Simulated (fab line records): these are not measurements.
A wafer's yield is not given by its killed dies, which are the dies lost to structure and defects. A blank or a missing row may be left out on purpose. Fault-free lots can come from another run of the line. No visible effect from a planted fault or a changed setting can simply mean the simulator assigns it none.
fab line records ; flow sky130
record: lots: 14; wafers: 40; lastDay: 50
route steps=708 shown FIELD_ISO@5 VT_ADJUST_NCORE@122 SONOS_TUNNEL@162
lots that met no fault: taken from a fault-free run of the same line
startH: hours from the record's first day to the start of the lot's first wafer shown ; waitH: hours elapsed since this lot's preceding step ; " repeats the value in the row above ; L1.1+2: a row that stands for several wafers ; - either no value or no given start ; * or withheld: withheld ; < > ~ a bound
route shown NAME@n: names a module that has steps shown in the file, with the first one's number in the route ; usual: mean/standard deviation taken from wafers without a fault ; same: alike in all rows ; chamber/n: place in a boat ; sites: readings site by site ; _std_site: how widely they spread, as a standard deviation ; _edge_site: inner sites' mean taken away from outer sites' mean ; radiusMm: for every site, how far away it sits from the centre of the wafer ; mask NAME#n: copy n ; behind: the last tool/chamber to shape the wafer ; hold: what put the lot on hold/how long, in hours/how the hold closed ; device: the n, p or np transistor that did not switch ; end of line: the same wafers' tests at the end of the route ; a step with no rows: only its recipe ; killed: the dies lost at the first sort to structure and to defects; this is not the yield of the wafer ; map: a wafer's dies, x killed, . not, _ none there
set.NAME: the setting that was run; set.NAME@STEP: the one run at that earlier step ; model.NAME: the simulator's own value behind a step, which no gauge read
a sample of lots followed through the steps of the route, with each step as a table and each wafer as a row
== steps ==
step: SKY_FIELD_ISO_THK_MEAS_04
recipe: reads: Si3N4_of_FIELD_ISO_CVD_03
usual: FIELD_ISO_CVD_03_THK: 164.4/1.5
lot.wafer;tool;chamber;startH;waitH;FIELD_ISO_CVD_03_THK[nm]
L782.1;filmMetro-04;-;17.30;0.0;163.1
L782.3;filmMetro-04;-;17.30;0.0;161.9
L782.6;filmMetro-04;-;17.30;0.0;162.0
L783.1;filmMetro-04;-;21.55;0.0;162.9
L783.3;filmMetro-04;-;21.55;0.0;162.6
L783.5;filmMetro-04;-;21.55;0.0;162.3
L785.1;filmMetro-02;-;30.22;0.0;162.2
L785.4;filmMetro-02;-;30.22;0.0;162.4
L785.5;filmMetro-02;-;30.22;0.0;162.7
L786.1;filmMetro-04;-;33.48;0.0;165.0
L786.2;filmMetro-04;-;33.48;0.0;165.5
L786.5;filmMetro-04;-;33.48;0.0;164.2
L788.2;filmMetro-04;-;46.03;0.0;162.1
L788.3;filmMetro-04;-;46.03;0.0;162.5
L788.4;filmMetro-04;-;46.03;0.0;162.8
L790.2;filmMetro-01;-;54.76;0.0;163.8
L790.3;filmMetro-01;-;54.76;0.0;165.9
L790.4;filmMetro-01;-;54.76;0.0;164.5
L792.1;filmMetro-04;-;65.55;0.0;164.6
L792.2;filmMetro-04;-;65.55;0.0;163.6
L792.5;filmMetro-04;-;65.55;0.0;163.9
L793.2;filmMetro-02;-;70.13;0.0;164.2
L793.4;filmMetro-02;-;70.13;0.0;164.9
L793.6;filmMetro-02;-;70.13;0.0;164.0
L795.1;filmMetro-01;-;83.49;0.0;164.1
L795.3;filmMetro-01;-;83.49;0.0;164.7
L795.5;filmMetro-01;-;83.49;0.0;164.6
L796.4;filmMetro-01;-;85.30;0.0;165.1
L796.5;filmMetro-01;-;85.30;0.0;165.4
L796.6;filmMetro-01;-;85.30;0.0;163.8
L797.1;filmMetro-01;-;97.52;0.0;165.4
L797.3;filmMetro-01;-;97.52;0.0;166.9
L801.1;filmMetro-04;-;113.35;0.0;165.9
L801.3;filmMetro-04;-;113.35;0.0;167.2
L804.1;filmMetro-01;-;123.48;0.0;163.9
L804.3;filmMetro-01;-;123.48;0.0;163.0
L804.5;filmMetro-01;-;123.48;0.0;164.9
L805.1;filmMetro-04;-;128.61;0.0;164.8
L805.3;filmMetro-04;-;128.61;0.0;165.9
L805.5;filmMetro-04;-;128.61;0.0;166.5
step: SKY_VT_ADJUST_NCORE_SOFTBAKE_03
recipe: tempC: 90; timeS: 60; resist: NOVOLAK
usual: heaterPowerTotalW: 56.59/0.046; plateTempC: 90.02/0.13; runLengthS: 89.19/0.15
lot.wafer;tool;chamber;startH;waitH;heaterPowerTotalW;plateTempC;runLengthS
L782.1;lithoTrack-01;0;170.66;0.1;56.64;89.93;89.25
L782.3;lithoTrack-01;0;170.66;0.1;56.54;90.06;89.28
L782.6;lithoTrack-01;0;170.66;0.1;56.61;90.10;89.57
L783.1;lithoTrack-03;0;176.35;0.1;56.59;89.95;89.22
L783.3;lithoTrack-03;0;176.35;0.1;56.58;90.02;89.22
L783.5;lithoTrack-03;0;176.35;0.1;56.58;89.95;89.05
L785.1;lithoTrack-03;0;191.10;0.1;56.61;90.38;88.99
L785.4;lithoTrack-03;0;191.10;0.1;56.58;90.09;89.10
L785.5;lithoTrack-03;0;191.10;0.1;56.45;90.19;89.09
L786.1;lithoTrack-04;0;194.26;0.1;56.58;89.97;89.42
L786.2;lithoTrack-04;0;194.26;0.1;56.62;90.15;89.07
L786.5;lithoTrack-04;0;194.26;0.1;56.60;89.93;89.08
L788.2;lithoTrack-03;0;213.27;0.1;56.61;90.06;89.16
L788.3;lithoTrack-03;0;213.27;0.1;56.54;90.22;89.13
L788.4;lithoTrack-03;0;213.27;0.1;56.71;90.06;89.01
L790.2;lithoTrack-01;0;235.43;0.1;56.59;89.91;89.15
L790.3;lithoTrack-01;0;235.43;0.1;56.60;89.97;89.30
L790.4;lithoTrack-01;0;235.43;0.1;56.61;89.92;89.51
L792.1;lithoTrack-01;0;253.91;0.1;56.52;89.99;89.27
L792.2;lithoTrack-01;0;253.91;0.1;56.52;89.94;89.54
L792.5;lithoTrack-01;0;253.91;0.1;56.56;89.97;89.15
L793.2;lithoTrack-04;0;254.38;0.1;56.60;90.03;89.28
L793.4;lithoTrack-04;0;254.38;0.1;56.57;89.99;89.07
L793.6;lithoTrack-04;0;254.38;0.1;56.59;90.00;89.05
L796.4;lithoTrack-04;0;274.83;0.1;56.60;90.37;89.13
L796.5;lithoTrack-04;0;274.83;0.1;56.62;89.91;88.97
L796.6;lithoTrack-04;0;274.83;0.1;56.57;90.06;89.32
L795.1;lithoTrack-01;0;275.11;0.1;56.59;89.93;89.21
L795.3;lithoTrack-01;0;275.11;0.1;56.62;89.98;89.22
L795.5;lithoTrack-01;0;275.11;0.1;56.64;89.97;89.21
L797.1;lithoTrack-01;0;283.91;0.1;61.62;-;76.22
L797.3;lithoTrack-01;0;283.91;0.1;61.60;-;76.03
L801.1;lithoTrack-01;0;305.21;0.1;61.67;-;76.01
L801.3;lithoTrack-01;0;305.21;0.1;61.59;-;76.24
L804.1;lithoTrack-03;0;326.25;0.1;56.57;89.94;89.08
L804.3;lithoTrack-03;0;326.25;0.1;56.65;89.95;89.41
L804.5;lithoTrack-03;0;326.25;0.1;56.55;89.85;89.15
L805.1;lithoTrack-03;0;329.80;0.1;56.62;90.06;89.32
L805.3;lithoTrack-03;0;329.80;0.1;56.65;90.18;89.24
L805.5;lithoTrack-03;0;329.80;0.1;56.52;90.16;89.04
step: SKY_VT_ADJUST_NCORE_OVL_MEAS_08
usual: VT_ADJUST_NCORE_OVL: -0.6/1.7
lot.wafer;tool;chamber;startH;waitH;VT_ADJUST_NCORE_OVL[nm]
L782.1;overlay-02;-;181.02;0.1;0.2
L782.3;overlay-02;-;181.02;0.1;0.2
L782.6;overlay-02;-;181.02;0.1;0.7
L783.1;overlay-02;-;186.83;0.1;0.7
L783.3;overlay-02;-;186.83;0.1;1.4
L783.5;overlay-02;-;186.83;0.1;0.3
L785.1;overlay-02;-;199.88;0.1;1.0
L785.4;overlay-02;-;199.88;0.1;-1.0
L785.5;overlay-02;-;199.88;0.1;2.3
L786.1;overlay-01;-;203.68;0.1;0.1
L786.2;overlay-01;-;203.68;0.1;-0.6
L786.5;overlay-01;-;203.68;0.1;-0.6
L788.2;overlay-01;-;224.17;0.1;-1.4
L788.3;overlay-01;-;224.17;0.1;-1.6
L788.4;overlay-01;-;224.17;0.1;-1.9
L790.2;overlay-01;-;246.73;0.1;-2.2
L790.3;overlay-01;-;246.73;0.1;-2.3
L790.4;overlay-01;-;246.73;0.1;-2.4
L792.1;overlay-02;-;266.32;0.1;-1.1
L792.2;overlay-02;-;266.32;0.1;-0.1
L792.5;overlay-02;-;266.32;0.1;0.6
L793.2;overlay-01;-;266.62;0.1;-0.6
L793.4;overlay-01;-;266.62;0.1;-0.2
L793.6;overlay-01;-;266.62;0.1;-1.9
L796.4;overlay-02;-;287.54;0.1;3.8
L796.5;overlay-02;-;287.54;0.1;1.2
L796.6;overlay-02;-;287.54;0.1;0.3
L795.1;overlay-01;-;287.73;0.1;0.9
L795.3;overlay-01;-;287.73;0.1;0.1
L795.5;overlay-01;-;287.73;0.1;1.6
L797.1;overlay-02;-;296.53;0.1;-0.3
L797.3;overlay-02;-;296.53;0.1;-1.1
L801.1;overlay-02;-;317.58;0.1;0.5
L801.3;overlay-02;-;317.58;0.1;-0.8
L804.1;overlay-01;-;340.38;0.1;-4.3
L804.3;overlay-01;-;340.38;0.1;-2.1
L804.5;overlay-01;-;340.38;0.1;-2.4
L805.1;overlay-01;-;343.48;0.1;-2.0
L805.3;overlay-01;-;343.48;0.1;-2.6
L805.5;overlay-01;-;343.48;0.1;-2.7
step: SKY_SONOS_TUNNEL_OVL_MEAS_08
usual: SONOS_TUNNEL_OVL: -1.9/1.5
lot.wafer;tool;chamber;startH;waitH;SONOS_TUNNEL_OVL[nm]
L782.1;overlay-02;-;244.98;0.1;-2.1
L782.3;overlay-02;-;244.98;0.1;-1.5
L782.6;overlay-02;-;244.98;0.1;-3.7
L783.1;overlay-01;-;251.03;0.1;-0.9
L783.3;overlay-01;-;251.03;0.1;-2.0
L783.5;overlay-01;-;251.03;0.1;1.6
L785.1;overlay-02;-;269.28;0.1;-1.7
L785.4;overlay-02;-;269.28;0.1;-0.3
L785.5;overlay-02;-;269.28;0.1;0.3
L786.1;overlay-01;-;272.83;0.1;-1.0
L786.2;overlay-01;-;272.83;0.1;-2.7
L786.5;overlay-01;-;272.83;0.1;-1.2
L788.2;overlay-01;-;295.88;0.1;-3.9
L788.3;overlay-01;-;295.88;0.1;-1.7
L788.4;overlay-01;-;295.88;0.1;-3.4
L790.2;overlay-01;-;320.98;0.1;-1.7
L790.3;overlay-01;-;320.98;0.1;-2.2
L790.4;overlay-01;-;320.98;0.1;-1.6
L792.1;overlay-01;-;343.18;0.1;-2.8
L792.2;overlay-01;-;343.18;0.1;-2.5
L792.5;overlay-01;-;343.18;0.1;-1.9
L793.2;overlay-02;-;344.03;0.1;-0.5
L793.4;overlay-02;-;344.03;0.1;-1.2
L793.6;overlay-02;-;344.03;0.1;-0.7
L796.4;overlay-01;-;367.39;0.1;-0.5
L796.5;overlay-01;-;367.39;0.1;-2.7
L796.6;overlay-01;-;367.39;0.1;-2.6
L795.1;overlay-01;-;368.68;0.1;-2.6
L795.3;overlay-01;-;368.68;0.1;-4.3
L795.5;overlay-01;-;368.68;0.1;-3.9
L797.1;overlay-01;-;377.73;0.1;-3.8
L797.3;overlay-01;-;377.73;0.1;-4.3
L801.1;overlay-02;-;401.48;0.1;-1.5
L801.3;overlay-02;-;401.48;0.1;-2.1
L804.1;overlay-02;-;425.89;0.1;0.3
L804.3;overlay-02;-;425.89;0.1;-1.0
L804.5;overlay-02;-;425.89;0.1;0.9
L805.1;overlay-01;-;428.48;0.1;-3.9
L805.3;overlay-01;-;428.48;0.1;-2.5
L805.5;overlay-01;-;428.48;0.1;-1.8
== key ==
firstSign: step: SKY_VT_ADJUST_NCORE_SOFTBAKE_03; reading: heaterPowerTotalW; direction: up; sigmas: 99+; usual: *; struck: *
effect: step: SKY_VT_ADJUST_NCORE_SOFTBAKE_03; reading: runLengthS; direction: down; sigmas: 90; usual: *; struck: *
metAt SKY_VT_ADJUST_NCORE_SOFTBAKE_03
struckLots L797,L801
struckWafers L797.1,L797.3,L801.1,L801.3
sortLeftOut L801.1,L801.3
testerLeftOut L797,L801
notActingAt SKY_FIELD_ISO_THK_MEAS_04,SKY_VT_ADJUST_NCORE_OVL_MEAS_08,SKY_SONOS_TUNNEL_OVL_MEAS_08
onsetBetween 275.11 283.91
fault: kind: processParameterDrift; tool: lithoTrack-01; chamber: -; onsetH: 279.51; steps: SKY_VT_ADJUST_NCORE_SOFTBAKE_03; channel: timeS; offset: *; shape: step; endH: 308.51; scope: struckWafersOnly; actsIn: *; stated: *
testerLeftOut: of these lots the tester's yield and bins aren't shown, on N5 and GAA mostly nor the transistor test; their killed dies are dies lost to structure and defects alone, not to doping, threshold or leakage, so they don't give the yield
sortLeftOut: the simulated sort isn't trusted on such a fault, so these wafers' sort isn't shown, and their yield isn't known
